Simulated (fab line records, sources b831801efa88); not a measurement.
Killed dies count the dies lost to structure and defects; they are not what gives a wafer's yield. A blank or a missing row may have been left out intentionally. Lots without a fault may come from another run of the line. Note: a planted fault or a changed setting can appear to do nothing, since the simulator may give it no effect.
Comparing a struck lot with a sound one | flow sky130 | 21 out of 708 route steps
Sound: these wafers, L596.1, L596.2, L596.4. Struck: wafers L604.1, L604.2, L604.3. Last of all comes the cause.
Per side, at each step with rows, come the tool, then ch with its chambers, and then its first start. Under that, the readings that differ: sound wafers | struck wafers | difference of the means | sigmas: that difference in standard deviations of wafers without a fault.
alike: a reading whose means differ by less than 2 such deviations, as well as words and numbers matching on both sides. not compared: withheld readings; readings where some wafer has no value; bounds like >300 that might hide an equal value; numbers whose values overlap and for which the record gives no deviation.
Wherever a step has rows on one side only, a row that says differs or no value, or a row with sigmas, the two part there. When numbers do not overlap yet have no deviation, they are printed without sigmas and do not part them. Lack of a reading on every wafer of one side parts them only where that side has two or more wafers.

first, 1 step without rows for these wafers: SKY_RES_XHIGH_IMPLANT_07.
SKY_RES_XHIGH_STRIP_08: strips in O2/N2.
  sound on plasma-asher-02 ch 0,1, day 29 10:32; struck on plasma-asher-02 ch 0,1, day 32 04:53
  alike: drypump-motor-current-A, oes-product-au, strip-time-to-endpoint-s
  not compared: rf-hours-counter-h
SKY_RES_XHIGH_TW_MEAS_09:
  sound on film-metro-04, day 29 10:38; struck on film-metro-01, day 32 04:59
  alike: RES_XHIGH_TW
then, 7 steps without rows for these wafers: SKY_SD_N_DEHYDRATE_00 (time 60 s); SKY_SD_N_HMDS_01 (prime time 60 s); SKY_SD_N_COAT_02 (resist thk 1140 nm); SKY_SD_N_SOFTBAKE_03 (time 60 s); SKY_SD_N_EXPOSE_04 (exposes mask NSDM, target cd 380 nm); SKY_SD_N_PEB_05; SKY_SD_N_DEVELOP_06 (develop time 60 s).
SKY_SD_N_CD_MEAS_07 targets a cd of 380 nm.
  sound on cd-sem-02, day 30 13:43; struck on cd-sem-02, day 33 08:07
  alike: cd-nm
SKY_SD_N_OVL_MEAS_08:
  sound on overlay-01, day 30 13:50; struck on overlay-01, day 33 08:14
  alike: SD_N_OVL
SKY_SD_N_IMPLANT_09:
  sound on implanter-01 ch 0, day 30 13:52; struck on implanter-01 ch 0, day 33 08:16
  reading       | sound                     | struck                       | difference | sigmas
  beam-on-s (s) | 19.5 20.2 20.4            | 28.3 28.3 28.8               | +8.4       | +16
  dose-ions-cm2 | 4e+15 3.998e+15 4.001e+15 | 5.61e+15 5.609e+15 5.612e+15 | +1.61e+15  | +99 or more
after that, 1 step had no rows for these wafers: SKY_SD_N_IMPLANT_10.
SKY_SD_N_STRIP_11: strips in O2/N2.
  sound on plasma-asher-02 ch 0,1, day 30 14:10; struck on plasma-asher-02 ch 0,1, day 33 08:34
  reading                      | sound             | struck            | difference | sigmas
  oes-product-au (a.u.)        | 0.528 0.529 0.530 | 0.511 0.517 0.521 | -0.013     | -3
  strip-time-to-endpoint-s (s) | 22.57 22.58 22.57 | 23.51 23.54 23.53 | +0.95      | +21
  alike: drypump-motor-current-A
  not compared: rf-hours-counter-h
SKY_SD_N_TW_MEAS_12:
  sound on film-metro-04, day 30 14:16; struck on film-metro-04, day 33 08:40
  reading | sound          | struck         | difference | sigmas
  SD_N_TW | 4003 4011 4022 | 4089 4101 4100 | +85        | +3
then, 1 step without rows for these wafers: SKY_SD_N_CLEAN_13 (cleans in SC1/SC2, time 150 s).
SKY_SD_N_RTA_14: time 2 s.
  sound on rtp-anneal-02 ch 0, day 30 14:26; struck on rtp-anneal-02 ch 0, day 33 08:47
  alike: anneal-temp-c-max, lamp-power-pct, ramp-down-c-per-s, wafer_temp_C_max
SKY_SD_N_RS_MEAS_16: measurement is done with a four-point probe.
  sound on film-metro-03, day 30 14:37; struck on film-metro-01, day 33 08:58
  reading          | sound             | struck            | difference | sigmas
  SD_N_RS (ohm/sq) | 68.47 68.62 68.52 | 65.93 66.12 65.92 | -2.55      | -23
SKY_SD_N_RS_MEAS_17: measurement is done with a four-point probe.
  sound on film-metro-03, day 30 14:44; struck on film-metro-01, day 33 09:05
  alike: SD_P_RS
-- record jumps: 16 days separate the struck wafers' starts on either side; left off in module SD_N, taken up again in module PAD_OPEN, whose first shown step is the route's number 708 --
SKY_PAD_OPEN_PROBE_99:
  sound on prober-01, day 47 17:08; struck on prober-02, day 49 15:32
  reading                                 | sound             | struck            | difference | sigmas
  model.etest.res-ndiff.line-ohm-um       | 759.6 751.6 759.5 | 691.7 698.6 690.5 | -63.3      |
  model.etest.sonos-uncharged.r-on-ohm-um | 813.6 793.1 803.7 | 780.3 760.3 787   | -27.6      |
  model.etest.licon-ndiff.rc-ohm          | 189.7 188.5 179.8 | 169.7 167.7 174   | -15.5      |
  model.etest.res-ndiff-hv.rs-ohm-sq      | 112.8 112.5 112.9 | 104.2 104.2 103.9 | -8.6       |
  model.etest.res-ndiff.rs-ohm-sq         | 119.7 118.7 118.5 | 109.5 109.9 109.3 | -9.4       |
  alike: killed_at_M0_to_M3, killed_at_M4_up, killed-at-contacts, killed-at-front-end, killed-at-other, killed-dies, killed-open, killed-short
  not compared: model.etest.nfet-g5v0d10v5.r-on-ohm-um

== WHERE THEY PART ==
Last at SKY_SD_N_RS_MEAS_16 as far as this record goes, first at SKY_SD_N_IMPLANT_09. Later steps at which nothing parts them and some readings are alike: SKY_SD_N_RS_MEAS_17, SKY_PAD_OPEN_PROBE_99.

WHY: what had been put in by the simulator
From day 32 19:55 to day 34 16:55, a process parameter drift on implanter-01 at SKY_SD_N_IMPLANT_09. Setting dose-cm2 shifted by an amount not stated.
